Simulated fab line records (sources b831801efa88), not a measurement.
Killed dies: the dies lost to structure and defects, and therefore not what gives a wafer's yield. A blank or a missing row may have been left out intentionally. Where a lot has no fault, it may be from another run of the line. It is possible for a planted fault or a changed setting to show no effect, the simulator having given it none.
fab line records | flow sky130
record: lots: 12 | wafers: 36 | last_day: 50
route steps=708 shown FIELD_ISO@15 VT_ADJUST_HVTP@92 GATE_OXIDE@198 LDD_LDN@301
lots that met no fault: from a run of the same line without faults
start_h: hours from the record's first day to the start of the lot's first wafer shown | wait_h: time in hours since the lot's previous step | " the same as in the row above | L1.1+2: several wafers, shown together as one row | - either no value or no given start | * or withheld: withheld | < > ~ a bound
route shown NAME@n: NAME is a module with steps in the file, n the number in the route of the first one | usual: mean/standard deviation of fault-free wafers | same: alike in all rows | chamber/n: place in a boat | sites: per-site readings | _std_site: standard deviation across them | _edge_site: the outer-site mean with the inner-site mean subtracted | radius_mm: how far each site lies from the wafer's centre | mask NAME#n: copy n | behind: the most recent tool/chamber to have shaped the wafer | hold: reason for holding the lot/hours on hold/outcome of the hold | device: whichever transistor did not switch (one of n, p or np) | end of line: the tests these same wafers got at the end of their route | a step with no rows: only its recipe | killed: at the first sort, the dies lost to defects and structure; wafer yield is something else | map: per-die view of a wafer (x killed, . not killed, _ where there is no die)
set.NAME: the setting that was run; set.NAME@STEP: the one run at that earlier step | model.NAME: the simulator's own value behind a step, which no gauge read
the route's steps for a sample of lots (tables are steps, rows are wafers)
services: when a tool's chamber went out of use (start_h, in hours from the record's first day, below 0 if earlier), for how many hours, and the reason
== steps ==
step: SKY_FIELD_ISO_ETCH_14
recipe: chemistry: N2/H2 | target: BARC | ion_energy_ev: 200 | source_w: 500 | bias_w: 100 | pressure_mtorr: 30 | n2_flow_sccm: 100 | h2_flow_sccm: 200 | stop_on: SiO2 | time_s: 45.9 | target_depth_a: 600
usual: drypump_motor_current_A: 5.8/0.3 | oes_product_au: 0.855/0.0049 | throttle_valve_pct: 13.226/0.0092
lot.wafer | tool        | chamber | start_h | wait_h | drypump_motor_current_A | oes_product_au | rf_hours_counter_h | throttle_valve_pct
L559.2    | rie_diel-01 | 2       | 36.66   | 0.1    | 5.8                     | 0.853          | 5                  | 13.232
L559.4    | "           | 3       | "       | "      | 5.8                     | 0.852          | 137                | 13.230
L559.5    | "           | 1       | "       | "      | 5.4                     | 0.851          | -                  | 13.220
L560.4    | rie_diel-01 | 1       | 37.50   | 0.0    | 5.4                     | 0.848          | 1                  | 13.218
L560.5    | "           | 0       | "       | "      | 5.7                     | 0.858          | -                  | 13.219
L560.6    | "           | 1       | "       | "      | 5.4                     | 0.855          | -                  | 13.228
L566.2    | rie_diel-03 | 1       | 70.71   | 0.1    | 5.8                     | 0.846          | 35                 | 13.216
L566.3    | "           | 2       | "       | "      | 6.3                     | 0.861          | 157                | 13.232
L566.4    | "           | 0       | "       | "      | 5.2                     | 0.867          | 79                 | 13.226
L567.4    | rie_diel-01 | 0       | 75.09   | 0.0    | 5.7                     | 0.849          | 8                  | 13.215
L567.5    | "           | 3       | "       | "      | 5.8                     | 0.856          | -                  | 13.232
L567.6    | "           | 0       | "       | "      | 5.7                     | 0.849          | -                  | 13.225
L569.2    | rie_diel-03 | 3       | 86.45   | 0.1    | 6.2                     | 0.856          | 6                  | 13.233
L569.3    | "           | 1       | "       | "      | 5.8                     | 0.855          | 35                 | 13.227
L569.4    | "           | 2       | "       | "      | 6.3                     | 0.858          | 158                | 13.242
L572.2    | rie_diel-01 | 0       | 102.96  | 0.1    | 5.7                     | 0.856          | 8                  | 13.223
L572.3    | "           | 1       | "       | "      | 5.4                     | 0.864          | 2                  | 13.236
L572.5    | "           | 2       | "       | "      | 5.9                     | 0.862          | -                  | 13.229
L576.3    | rie_diel-02 | 0       | 125.35  | 0.1    | 5.5                     | 0.856          | 51                 | 13.227
L576.4    | "           | 2       | "       | "      | 5.8                     | 0.851          | 120                | 13.230
L576.6    | "           | 3       | "       | "      | 5.9                     | 0.855          | -                  | 13.213
L577.2    | rie_diel-01 | 1       | 130.19  | 0.1    | 5.4                     | 0.855          | 3                  | 13.231
L577.5    | "           | 2       | "       | "      | 5.9                     | 0.853          | -                  | 13.216
L577.6    | "           | 3       | "       | "      | 5.8                     | 0.854          | -                  | 13.234
L578.1    | rie_diel-03 | 2       | 132.69  | 0.1    | 6.3                     | 0.855          | 158                | 13.235
L578.5    | "           | 1       | "       | "      | 5.8                     | 0.856          | -                  | 13.217
L578.6    | "           | 2       | "       | "      | 6.3                     | 0.849          | -                  | 13.231
L579.3    | rie_diel-01 | 3       | 136.81  | 0.1    | 5.8                     | 0.859          | 139                | 13.228
L579.4    | "           | 2       | "       | "      | 5.8                     | 0.858          | 6                  | 13.217
L579.5    | "           | 2       | "       | "      | 5.8                     | 0.861          | -                  | 13.229
L580.1    | rie_diel-02 | 0       | 144.79  | 0.1    | 5.5                     | 0.855          | 51                 | 13.223
L580.2    | "           | 3       | "       | "      | 5.9                     | 0.856          | 73                 | 13.223
L580.4    | "           | 2       | "       | "      | 5.8                     | 0.856          | 120                | 13.218
L581.2    | rie_diel-03 | 0       | 150.16  | 0.1    | 5.2                     | 0.854          | 81                 | 13.224
L581.4    | "           | 0       | "       | "      | 5.2                     | 0.847          | -                  | 13.229
L581.6    | "           | 1       | "       | "      | 5.8                     | 0.851          | -                  | 13.212
step: SKY_VT_ADJUST_HVTP_CD_MEAS_07
recipe: target_cd_nm: 380
usual: cd_nm: 379.7/2.3
lot.wafer | tool      | chamber | start_h | wait_h | cd_nm
L559.2    | cd_sem-01 | -       | 133.50  | 0.1    | 374.5
L559.4    | "         | -       | "       | "      | 378.1
L559.5    | "         | -       | "       | "      | 375.2
L560.4    | cd_sem-01 | -       | 133.85  | 0.1    | 380.6
L560.5    | "         | -       | "       | "      | 382.6
L560.6    | "         | -       | "       | "      | 379.4
L566.2    | cd_sem-01 | -       | 169.86  | 0.1    | 377.9
L566.3    | "         | -       | "       | "      | 377.3
L566.4    | "         | -       | "       | "      | 378.6
L567.4    | cd_sem-01 | -       | 180.20  | 0.1    | 376.5
L567.5    | "         | -       | "       | "      | 378.2
L567.6    | "         | -       | "       | "      | 378.5
L569.2    | cd_sem-02 | -       | 204.21  | 0.1    | 376.9
L569.3    | "         | -       | "       | "      | 376.8
L569.4    | "         | -       | "       | "      | 379.0
L572.2    | cd_sem-01 | -       | 214.54  | 0.3    | 382.2
L572.3    | "         | -       | "       | "      | 381.2
L572.5    | "         | -       | "       | "      | 381.7
L576.3    | cd_sem-02 | -       | 237.98  | 0.1    | 381.1
L576.4    | "         | -       | "       | "      | 379.6
L576.6    | "         | -       | "       | "      | 379.4
L577.2    | cd_sem-01 | -       | 244.54  | 0.1    | 378.2
L577.5    | "         | -       | "       | "      | 377.0
L577.6    | "         | -       | "       | "      | 377.0
L578.1    | cd_sem-01 | -       | 245.53  | 0.1    | 379.9
L578.5    | "         | -       | "       | "      | 379.6
L578.6    | "         | -       | "       | "      | 377.7
L579.3    | cd_sem-02 | -       | 252.21  | 0.1    | 380.4
L579.4    | "         | -       | "       | "      | 381.8
L579.5    | "         | -       | "       | "      | 378.7
L580.1    | cd_sem-02 | -       | 259.69  | 0.1    | 386.1
L580.2    | "         | -       | "       | "      | 381.1
L580.4    | "         | -       | "       | "      | 382.2
L581.2    | cd_sem-01 | -       | 267.89  | 0.1    | 379.1
L581.4    | "         | -       | "       | "      | 379.3
L581.6    | "         | -       | "       | "      | 378.5
step: SKY_GATE_OXIDE_IMPLANT_11
recipe: species: B | energy_kev: 10 | dose_cm2: 2.6e+12 | tilt_deg: withheld
usual: dose_ions_cm2: 2.6002e+12/2.7e+09 | faraday_current_uA: 14.64/0.26
lot.wafer | tool         | chamber | start_h | wait_h | dose_ions_cm2 | faraday_current_uA
L559.2    | implanter-03 | 0       | 323.68  | 0.0    | 2.5972e+12    | 14.53
L559.4    | "            | 0       | "       | "      | 2.5949e+12    | 14.44
L559.5    | "            | 0       | "       | "      | 2.5992e+12    | 14.89
L560.4    | implanter-02 | 0       | 324.03  | 0.1    | 2.6016e+12    | 14.91
L560.5    | "            | 0       | "       | "      | 2.6034e+12    | 14.53
L560.6    | "            | 0       | "       | "      | 2.5965e+12    | 14.30
L566.2    | implanter-02 | 0       | 368.19  | 0.0    | 1.0194e+13    | 58.71
L566.3    | "            | 0       | "       | "      | 1.0197e+13    | 56.91
L566.4    | "            | 0       | "       | "      | 1.0198e+13    | 56.28
L567.4    | implanter-02 | 0       | 384.05  | 0.1    | 1.0201e+13    | 56.55
L567.5    | "            | 0       | "       | "      | 1.0199e+13    | 58.41
L567.6    | "            | 0       | "       | "      | 1.0198e+13    | 55.99
L569.2    | implanter-04 | 0       | 419.25  | 0.0    | 2.5988e+12    | 14.31
L569.3    | "            | 0       | "       | "      | 2.605e+12     | 14.41
L569.4    | "            | 0       | "       | "      | 2.596e+12     | 14.85
L572.2    | implanter-04 | 0       | 434.80  | 0.0    | 2.6022e+12    | 14.36
L572.3    | "            | 0       | "       | "      | 2.595e+12     | 14.39
L572.5    | "            | 0       | "       | "      | 2.5964e+12    | 14.99
L576.3    | implanter-04 | 0       | 465.35  | 0.1    | 2.6031e+12    | 14.69
L576.4    | "            | 0       | "       | "      | 2.5997e+12    | 14.71
L576.6    | "            | 0       | "       | "      | 2.6031e+12    | 14.71
L577.2    | implanter-04 | 0       | 473.06  | 0.0    | 2.6016e+12    | 14.82
L577.5    | "            | 0       | "       | "      | 2.6004e+12    | 14.83
L577.6    | "            | 0       | "       | "      | 2.6023e+12    | 14.65
L578.1    | implanter-04 | 0       | 474.11  | 0.1    | 2.5997e+12    | 14.39
L578.5    | "            | 0       | "       | "      | 2.6005e+12    | 14.54
L578.6    | "            | 0       | "       | "      | 2.6057e+12    | 14.79
L579.3    | implanter-03 | 0       | 487.75  | 0.1    | 2.6028e+12    | 14.66
L579.4    | "            | 0       | "       | "      | 2.596e+12     | 14.87
L579.5    | "            | 0       | "       | "      | 2.5957e+12    | 14.41
L580.1    | implanter-02 | 0       | 490.62  | 0.0    | 2.5995e+12    | 14.75
L580.2    | "            | 0       | "       | "      | 2.5959e+12    | 14.65
L580.4    | "            | 0       | "       | "      | 2.5991e+12    | 15.11
L581.2    | implanter-03 | 0       | 500.80  | 0.0    | 2.5977e+12    | 14.76
L581.4    | "            | 0       | "       | "      | 2.5974e+12    | 14.84
L581.6    | "            | 0       | "       | "      | 2.6011e+12    | 14.72
step: SKY_GATE_OXIDE_TW_MEAS_14
usual: GATE_OXIDE_TW: 224.4/1.4
lot.wafer | tool          | chamber | start_h | wait_h | GATE_OXIDE_TW
L559.2    | film_metro-01 | -       | 324.01  | 0.1    | 223.8
L559.4    | "             | -       | "       | "      | 225.4
L559.5    | "             | -       | "       | "      | 225.1
L560.4    | film_metro-04 | -       | 324.33  | 0.1    | 223.4
L560.5    | "             | -       | "       | "      | 222.2
L560.6    | "             | -       | "       | "      | 222.6
L566.2    | film_metro-03 | -       | 368.52  | 0.1    | 337.2
L566.3    | "             | -       | "       | "      | 338.3
L566.4    | "             | -       | "       | "      | 337.3
L567.4    | film_metro-01 | -       | 384.36  | 0.1    | 334.1
L567.5    | "             | -       | "       | "      | 336.5
L567.6    | "             | -       | "       | "      | 337.5
L569.2    | film_metro-04 | -       | 419.59  | 0.1    | 222.0
L569.3    | "             | -       | "       | "      | 223.4
L569.4    | "             | -       | "       | "      | 221.5
L572.2    | film_metro-04 | -       | 435.17  | 0.1    | 223.0
L572.3    | "             | -       | "       | "      | 223.9
L572.5    | "             | -       | "       | "      | 223.5
L576.3    | film_metro-03 | -       | 465.68  | 0.1    | 222.6
L576.4    | "             | -       | "       | "      | 223.4
L576.6    | "             | -       | "       | "      | 223.5
L577.2    | film_metro-04 | -       | 473.40  | 0.1    | 224.5
L577.5    | "             | -       | "       | "      | 223.5
L577.6    | "             | -       | "       | "      | 224.3
L578.1    | film_metro-04 | -       | 474.46  | 0.1    | 225.9
L578.5    | "             | -       | "       | "      | 223.9
L578.6    | "             | -       | "       | "      | 225.1
L579.3    | film_metro-01 | -       | 488.19  | 0.1    | 223.0
L579.4    | "             | -       | "       | "      | 225.1
L579.5    | "             | -       | "       | "      | 224.1
L580.1    | film_metro-04 | -       | 490.98  | 0.1    | 223.6
L580.2    | "             | -       | "       | "      | 223.4
L580.4    | "             | -       | "       | "      | 223.7
L581.2    | film_metro-04 | -       | 501.14  | 0.1    | 224.0
L581.4    | "             | -       | "       | "      | 223.0
L581.6    | "             | -       | "       | "      | 223.4
step: SKY_LDD_LDN_STRIP_12
recipe: chemistry: O2/N2 | power_w: 1400 | pressure_mtorr: 1500 | platen_temp_c: withheld | o2_flow_sccm: 3000 | n2_flow_sccm: 300 | overash_fraction: 0.5
usual: drypump_motor_current_A: 5.63/0.3 | oes_product_au: 0.716/0.0046 | strip_time_to_endpoint_s: 14.19/0.042
lot.wafer | tool            | chamber | start_h | wait_h | drypump_motor_current_A | oes_product_au | rf_hours_counter_h | strip_time_to_endpoint_s
L559.2    | plasma_asher-04 | 0       | 538.14  | 0.1    | 5.69                    | 0.715          | 41                 | 14.18
L559.4    | "               | 1       | "       | "      | 5.85                    | 0.722          | -                  | 14.19
L559.5    | "               | 1       | "       | "      | 5.84                    | 0.723          | -                  | 14.22
L560.4    | plasma_asher-04 | 1       | 542.30  | 0.1    | 5.85                    | 0.716          | -                  | 14.20
L560.5    | "               | 0       | "       | "      | 5.70                    | 0.715          | -                  | 14.23
L560.6    | "               | 1       | "       | "      | 5.87                    | 0.714          | -                  | 14.19
L566.2    | plasma_asher-04 | 0       | 591.71  | 0.1    | 5.70                    | 0.721          | 45                 | 14.17
L566.3    | "               | 1       | "       | "      | 5.89                    | 0.710          | -                  | 14.11
L566.4    | "               | 0       | "       | "      | 5.68                    | 0.721          | -                  | 14.15
L567.4    | plasma_asher-03 | 0       | 606.36  | 0.1    | 5.37                    | 0.724          | -                  | 14.17
L567.5    | "               | 1       | "       | "      | 5.21                    | 0.712          | -                  | 14.15
L567.6    | "               | 0       | "       | "      | 5.34                    | 0.720          | -                  | 14.20
L569.2    | plasma_asher-04 | 1       | 637.39  | 0.1    | 5.87                    | 0.719          | 50                 | 14.23
L569.3    | "               | 1       | "       | "      | 5.87                    | 0.721          | -                  | 14.23
L569.4    | "               | 0       | "       | "      | 5.69                    | 0.716          | -                  | 14.17
L572.2    | plasma_asher-03 | 1       | 657.02  | 0.1    | 5.19                    | 0.713          | 83                 | 14.22
L572.3    | "               | 1       | "       | "      | 5.19                    | 0.714          | -                  | 14.20
L572.5    | "               | 0       | "       | "      | 5.39                    | 0.723          | -                  | 14.20
L576.3    | plasma_asher-04 | 1       | 681.22  | 0.1    | 5.86                    | 0.722          | -                  | 14.25
L576.4    | "               | 0       | "       | "      | 5.70                    | 0.719          | -                  | 14.24
L576.6    | "               | 1       | "       | "      | 5.88                    | 0.725          | -                  | 14.20
L577.2    | plasma_asher-04 | 0       | 687.09  | 0.1    | 5.70                    | 0.719          | 55                 | 14.27
L577.5    | "               | 1       | "       | "      | 5.87                    | 0.716          | -                  | 14.16
L577.6    | "               | 0       | "       | "      | 5.70                    | 0.718          | -                  | 14.21
L578.1    | plasma_asher-04 | 0       | 688.51  | 0.1    | 5.71                    | 0.723          | 56                 | 14.20
L578.5    | "               | 0       | "       | "      | 5.71                    | 0.708          | -                  | 14.24
L578.6    | "               | 1       | "       | "      | 5.86                    | 0.712          | -                  | 14.18
L579.3    | plasma_asher-04 | 0       | 701.22  | 0.1    | 5.69                    | 0.712          | -                  | 14.26
L579.4    | "               | 1       | "       | "      | 5.87                    | 0.713          | -                  | 14.21
L579.5    | "               | 1       | "       | "      | 5.86                    | 0.721          | -                  | 14.23
L580.1    | plasma_asher-02 | 1       | 704.46  | 0.1    | 5.34                    | 0.721          | 99                 | 14.16
L580.2    | "               | 0       | "       | "      | 6.04                    | 0.714          | 99                 | 14.17
L580.4    | "               | 0       | "       | "      | 6.07                    | 0.715          | -                  | 14.19
L581.2    | plasma_asher-02 | 0       | 713.16  | 0.1    | 6.09                    | 0.711          | 100                | 14.17
L581.4    | "               | 1       | "       | "      | 5.35                    | 0.719          | -                  | 14.21
L581.6    | "               | 1       | "       | "      | 5.36                    | 0.720          | -                  | 14.21
== services ==
tool            | chamber | start_h | hours | kind
plasma_asher-04 | -       | 75.52   | 1.9   | repair
plasma_asher-04 | -       | 108.75  | 9.0   | pm
implanter-04    | -       | 112.08  | 19.5  | pm
plasma_asher-04 | -       | 241.08  | 2.8   | pm
plasma_asher-04 | -       | 244.00  | 10.5  | repair
rie_diel-01     | 3       | 256.41  | 14.0  | repair
implanter-04    | -       | 279.34  | 3.7   | pm
rie_diel-01     | 3       | 328.86  | 8.3   | repair
plasma_asher-04 | -       | 378.63  | 2.5   | repair
implanter-04    | -       | 388.29  | 2.7   | repair
rie_diel-01     | 2       | 440.81  | 7.2   | repair
rie_diel-01     | 2       | 452.91  | 6.2   | repair
plasma_asher-04 | -       | 457.94  | 5.8   | repair
rie_diel-01     | 0       | 464.20  | 2.3   | repair
rie_diel-01     | 2       | 476.11  | 5.0   | repair
implanter-04    | -       | 477.51  | 4.8   | pm
rie_diel-01     | 1       | 502.12  | 6.7   | repair
plasma_asher-04 | -       | 557.92  | 8.3   | repair
rie_diel-01     | -       | 574.96  | 0.6   | repair
rie_diel-01     | 1       | 575.04  | 2.3   | repair
rie_diel-01     | 0       | 625.82  | 7.1   | repair
plasma_asher-04 | -       | 635.27  | 1.8   | repair
rie_diel-01     | 0       | 672.91  | 132.0 | repair
rie_diel-01     | -       | 699.99  | 14.6  | pm
== key ==
first_sign: step: SKY_GATE_OXIDE_IMPLANT_11 | reading: dose_ions_cm2 | direction: up | sigmas: 99+ | usual: * | struck: *
effect: step: SKY_GATE_OXIDE_IMPLANT_11 | reading: faraday_current_uA | direction: up | sigmas: 99+ | usual: 14.64 | struck: 57.14
effect: step: SKY_GATE_OXIDE_TW_MEAS_14 | reading: GATE_OXIDE_TW | direction: up | sigmas: 83 | usual: 224.4 | struck: 336.8
met_at SKY_GATE_OXIDE_IMPLANT_11
struck_lots L566,L567
tester_left_out L566,L567
not_acting_at SKY_FIELD_ISO_ETCH_14,SKY_VT_ADJUST_HVTP_CD_MEAS_07,SKY_LDD_LDN_STRIP_12
onset_between 324.03 368.19
fault: kind: process_parameter_drift | tool: implanter-02 | chamber: - | onset_h: 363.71 | steps: SKY_GATE_OXIDE_IMPLANT_11 | channel: dose_cm2 | offset: * | shape: step | end_h: 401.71 | acts_in: * | stated: *
tester_left_out: of these lots the tester's yield and bins aren't shown, on N5 and GAA mostly nor the transistor test; their killed dies are dies lost to structure and defects alone, not to doping, threshold or leakage, so they don't give the yield
